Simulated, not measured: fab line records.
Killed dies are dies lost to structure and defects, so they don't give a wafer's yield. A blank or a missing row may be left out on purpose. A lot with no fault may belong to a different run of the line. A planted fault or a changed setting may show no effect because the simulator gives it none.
The tool behind it: which one? -- flow sky130 -- 72 wafers from 24 lots sampled at 6 of the route's 708 steps

## WHAT THE GAUGES SHOWED, per wafer
SKY_CONTACT_BOW_MEAS_05.
lot,measured,on,CONTACT_BOW (um)
L074,day 29 14:03,film-metro-01,89 83 82
L075,day 30 04:57,film-metro-01,90 80 81
L076,day 30 13:34,film-metro-03,72 84 82
L077,day 31 01:23,film-metro-03,83 86 89
L078,day 31 17:23,film-metro-01,84 89 86
L079,day 32 06:40,film-metro-04,74 69 75
L080,day 32 12:28,film-metro-01,85 96 91
L081,day 32 16:29,film-metro-04,80 78 89
L082,day 33 08:01,film-metro-03,80 79 76
L084,day 33 14:02,film-metro-01,78 84 83
L083,day 33 15:14,film-metro-03,80 93 85
L085,day 33 17:30,film-metro-04,75 78 98
L086,day 34 03:19,film-metro-03,73 77 89
L087,day 34 13:04,film-metro-01,85 77 78
L088,day 34 17:03,film-metro-01,70 69 78
L090,day 36 02:08,film-metro-01,84 76 90
L091,day 36 02:25,film-metro-03,79 87 75
L089,day 36 02:43,film-metro-03,68 85 80
L092,day 36 04:33,film-metro-01,88 83 92
L093,day 36 13:57,film-metro-03,85 80 75
L094,day 37 07:07,film-metro-03,82 87 87
L096,day 38 01:24,film-metro-03,93 79 83
L095,day 38 01:47,film-metro-04,76 89 83
L097,day 38 05:56,film-metro-01,82 79 83

SKY_CONTACT_THK_MEAS_26: measures by xrf.
lot,measured,on,CONTACT_W_THK (nm)
L074,day 30 18:44,film-metro-01,335 336 335
L075,day 31 08:28,film-metro-04,339 345 343
L076,day 31 17:51,film-metro-01,339 340 338
L077,day 32 05:14,film-metro-03,345 342 344
L078,day 32 21:09,film-metro-03,341 342 346
L079,day 33 10:16,film-metro-04,357 350 352
L080,day 33 16:08,film-metro-04,350 346 350
L081,day 33 20:13,film-metro-04,348 345 344
L082,day 34 11:13,film-metro-04,346 345 343
L084,day 34 17:26,film-metro-03,348 346 349
L083,day 34 19:05,film-metro-03,346 346 343
L085,day 34 21:44,film-metro-04,341 340 346
L086,day 35 07:02,film-metro-01,331 338 329
L087,day 35 15:58,film-metro-03,344 340 338
L088,day 35 20:18,film-metro-04,342 340 343
L090,day 37 06:07,film-metro-04,341 345 339
L091,day 37 06:08,film-metro-01,338 339 343
L089,day 37 06:14,film-metro-03,341 342 342
L092,day 37 08:02,film-metro-03,339 341 334
L093,day 37 17:14,film-metro-01,341 345 335
L094,day 38 10:16,film-metro-01,339 336 338
L096,day 39 03:04,film-metro-01,345 341 345
L095,day 39 03:25,film-metro-04,339 340 344
L097,day 39 07:59,film-metro-03,344 343 344

SKY_METAL2_RS_MEAS_05: uses a four-point probe to measure.
lot,measured,on,METAL2_ALCU_RS (ohm/sq)
L074,day 33 05:25,film-metro-04,0.1272 0.1303 0.1289
L075,day 33 17:20,film-metro-03,0.1288 0.1264 0.1286
L076,day 34 02:44,film-metro-03,0.1259 0.1285 0.1283
L077,day 34 14:25,film-metro-03,0.1257 0.1282 0.1274
L078,day 35 05:04,film-metro-02,0.1270 0.1261 0.1280
L079,day 35 18:42,film-metro-04,0.1259 0.1252 0.1248
L080,day 36 00:45,film-metro-02,0.1274 0.1267 0.1271
L081,day 36 03:44,film-metro-04,0.1273 0.1274 0.1265
L082,day 36 18:34,film-metro-03,0.1276 0.1285 0.1279
L084,day 37 00:55,film-metro-04,0.1287 0.1290 0.1286
L083,day 37 03:23,film-metro-04,0.1283 0.1280 0.1282
L085,day 37 05:31,film-metro-03,0.1285 0.1264 0.1293
L086,day 37 14:28,film-metro-03,0.1283 0.1272 0.1267
L087,day 37 23:38,film-metro-03,0.1266 0.1261 0.1267
L088,day 38 04:39,film-metro-04,0.1278 0.1275 0.1268
L090,day 39 11:53,film-metro-03,0.1276 0.1272 0.1273
L091,day 39 11:55,film-metro-02,0.1253 0.1278 0.1264
L089,day 39 12:21,film-metro-03,0.1274 0.1286 0.1274
L092,day 39 13:41,film-metro-04,0.1275 0.1287 0.1268
L093,day 39 22:37,film-metro-03,0.1254 0.1260 0.1257
L094,day 40 15:00,film-metro-02,0.1265 0.1249 0.1266
L096,day 41 08:08,film-metro-03,0.1278 0.1276 0.1285
L095,day 41 08:26,film-metro-02,0.1262 0.1278 0.1270
L097,day 41 12:50,film-metro-03,0.1264 0.1270 0.1273

SKY_METAL2_OVL_MEAS_16.
lot,measured,on,METAL2_OVL (nm)
L074,day 34 07:43,overlay-02,1 6 -3
L075,day 34 20:12,overlay-01,8 7 9
L076,day 35 04:53,overlay-01,13 10 10
L077,day 35 16:44,overlay-01,10 9 4
L078,day 36 07:20,overlay-02,7 7 10
L079,day 36 21:26,overlay-01,5 3 7
L080,day 37 02:43,overlay-02,11 7 10
L081,day 37 05:50,overlay-02,1 3 3
L082,day 37 20:46,overlay-01,1 3 5
L084,day 38 02:55,overlay-02,12 8 10
L083,day 38 05:44,overlay-01,10 7 14
L085,day 38 06:56,overlay-01,14 9 8
L086,day 38 15:34,overlay-02,3 5 4
L087,day 39 00:52,overlay-01,9 11 8
L088,day 39 05:58,overlay-02,3 7 7
L090,day 40 12:16,overlay-02,2 3 1
L091,day 40 12:16,overlay-01,0 0 9
L089,day 40 12:32,overlay-02,4 2 -3
L092,day 40 14:02,overlay-02,7 0 7
L093,day 40 23:20,overlay-01,6 1 8
L094,day 41 15:15,overlay-02,6 0 -2
L096,day 42 07:26,overlay-01,12 10 12
L095,day 42 07:47,overlay-02,13 10 11
L097,day 42 12:32,overlay-01,4 4 2

## TOOL THAT RAN EACH LOT (tool first, then ch and the chambers of the sampled wafers, then the start)
lot,SKY_METAL1_SPUTTER_04,SKY_METAL2_SPUTTER_00
L074,"pvd-sputter-04, day 30 19:11","pvd-sputter-02, day 33 05:17"
L075,"pvd-sputter-02, day 31 08:53","pvd-sputter-02, day 33 17:08"
L076,"pvd-sputter-04, day 31 18:17","pvd-sputter-02, day 34 02:34"
L077,"pvd-sputter-03, day 32 05:41","pvd-sputter-02, day 34 14:16"
L078,"pvd-sputter-04, day 32 21:36","pvd-sputter-01, day 35 04:56"
L079,"pvd-sputter-03, day 33 10:41","pvd-sputter-04, day 35 18:31"
L080,"pvd-sputter-03, day 33 16:34","pvd-sputter-04, day 36 00:35"
L081,"pvd-sputter-03, day 33 20:40","pvd-sputter-01, day 36 03:35"
L082,"pvd-sputter-04, day 34 11:40","pvd-sputter-04, day 36 18:26"
L084,"pvd-sputter-02, day 34 17:52","pvd-sputter-04, day 37 00:44"
L083,"pvd-sputter-04, day 34 19:32","pvd-sputter-04, day 37 03:14"
L085,"pvd-sputter-04, day 34 22:10","pvd-sputter-02, day 37 05:20"
L086,"pvd-sputter-02, day 35 07:29","pvd-sputter-04, day 37 14:20"
L087,"pvd-sputter-02, day 35 16:23","pvd-sputter-01, day 37 23:27"
L088,"pvd-sputter-02, day 35 20:45","pvd-sputter-04, day 38 04:31"
L090,"pvd-sputter-04, day 37 06:32","pvd-sputter-01, day 39 11:43"
L091,"pvd-sputter-03, day 37 06:35","pvd-sputter-04, day 39 11:45"
L089,"pvd-sputter-02, day 37 06:50","pvd-sputter-02, day 39 12:11"
L092,"pvd-sputter-02, day 37 08:29","pvd-sputter-02, day 39 13:29"
L093,"pvd-sputter-04, day 37 17:41","pvd-sputter-04, day 39 22:29"
L094,"pvd-sputter-02, day 38 10:42","pvd-sputter-01, day 40 14:49"
L096,"pvd-sputter-02, day 39 03:32","pvd-sputter-01, day 41 07:59"
L095,"pvd-sputter-04, day 39 04:08","pvd-sputter-04, day 41 08:17"
L097,"pvd-sputter-03, day 39 08:26","pvd-sputter-01, day 41 12:41"
- SKY_METAL1_SPUTTER_04: material TiN, target thk 70 nm, time 58.3 s.
- SKY_METAL2_SPUTTER_00: material Ti, target thk 15 nm, time 10 s.

## AS READ BY THE TOOLS THEMSELVES (means over the sampled wafers that have a number; for cases with no such wafer, the mark the record gives instead)
SKY_METAL1_SPUTTER_04.
lot,tool,cathode-dc-power-W (W),throttle-valve-pct (%)
L074,pvd-sputter-04,6499.7,31.1
L075,pvd-sputter-02,6500.6,29.7
L076,pvd-sputter-04,6498.6,31.2
L077,pvd-sputter-03,6500.0,30.1
L078,pvd-sputter-04,6499.9,31.3
L079,pvd-sputter-03,6501.4,29.6
L080,pvd-sputter-03,6499.8,29.5
L081,pvd-sputter-03,6499.1,30.0
L082,pvd-sputter-04,6499.6,29.8
L084,pvd-sputter-02,6499.6,30.0
L083,pvd-sputter-04,6499.0,30.0
L085,pvd-sputter-04,6499.9,30.9
L086,pvd-sputter-02,6501.0,29.6
L087,pvd-sputter-02,6500.0,28.9
L088,pvd-sputter-02,6499.7,29.9
L090,pvd-sputter-04,6499.6,30.0
L091,pvd-sputter-03,6499.4,29.8
L089,pvd-sputter-02,6500.0,30.0
L092,pvd-sputter-02,6500.6,29.4
L093,pvd-sputter-04,6499.1,29.2
L094,pvd-sputter-02,6499.6,29.2
L096,pvd-sputter-02,6500.1,29.5
L095,pvd-sputter-04,6499.6,30.9
L097,pvd-sputter-03,6500.3,29.3

SKY_METAL2_SPUTTER_00.
lot,tool,cathode-dc-power-W (W),throttle-valve-pct (%)
L074,pvd-sputter-02,2999.9,29.6
L075,pvd-sputter-02,3000.4,29.2
L076,pvd-sputter-02,2999.9,28.9
L077,pvd-sputter-02,3000.4,30.0
L078,pvd-sputter-01,2999.5,30.5
L079,pvd-sputter-04,2999.8,29.9
L080,pvd-sputter-04,2999.8,30.9
L081,pvd-sputter-01,3000.5,30.6
L082,pvd-sputter-04,2999.8,31.2
L084,pvd-sputter-04,3000.0,32.0
L083,pvd-sputter-04,2999.8,29.9
L085,pvd-sputter-02,3000.1,29.1
L086,pvd-sputter-04,3000.0,29.8
L087,pvd-sputter-01,3000.3,30.3
L088,pvd-sputter-04,3000.4,29.9
L090,pvd-sputter-01,3000.4,30.2
L091,pvd-sputter-04,2999.8,31.1
L089,pvd-sputter-02,2999.8,29.0
L092,pvd-sputter-02,2999.8,29.0
L093,pvd-sputter-04,2999.7,30.8
L094,pvd-sputter-01,3000.0,29.9
L096,pvd-sputter-01,2999.9,30.1
L095,pvd-sputter-04,2999.8,30.3
L097,pvd-sputter-01,3000.5,30.6

## THE ANSWER, worked out from the rows above alone
Rule: what is usual is taken from the lots themselves. Put in order of their means at a reading, lots are off if they are a third of the lots or fewer, leave a main group of 4 or more, and stand apart from it by a gap of 3 or more times the standard deviation of the main group's means; of several such gaps the widest counts. If all means in a main group match to the digits the tables above print for the reading, that group is not used. A lot without any number at a reading at which 4 lots or more have one is off too. Where the step has rows for the other lots, those lots are counted as sound. The gauges are gone through in route order, then the tools' own readings, and for those a lot's mean is taken as printed above. At the first step where some lot is off, the reading lying furthest off is the one used; lots without a number count as furthest.
None of the lots is off at any reading shown; this tells nothing.

## WHAT HAD BEEN PUT IN BY THE SIMULATOR
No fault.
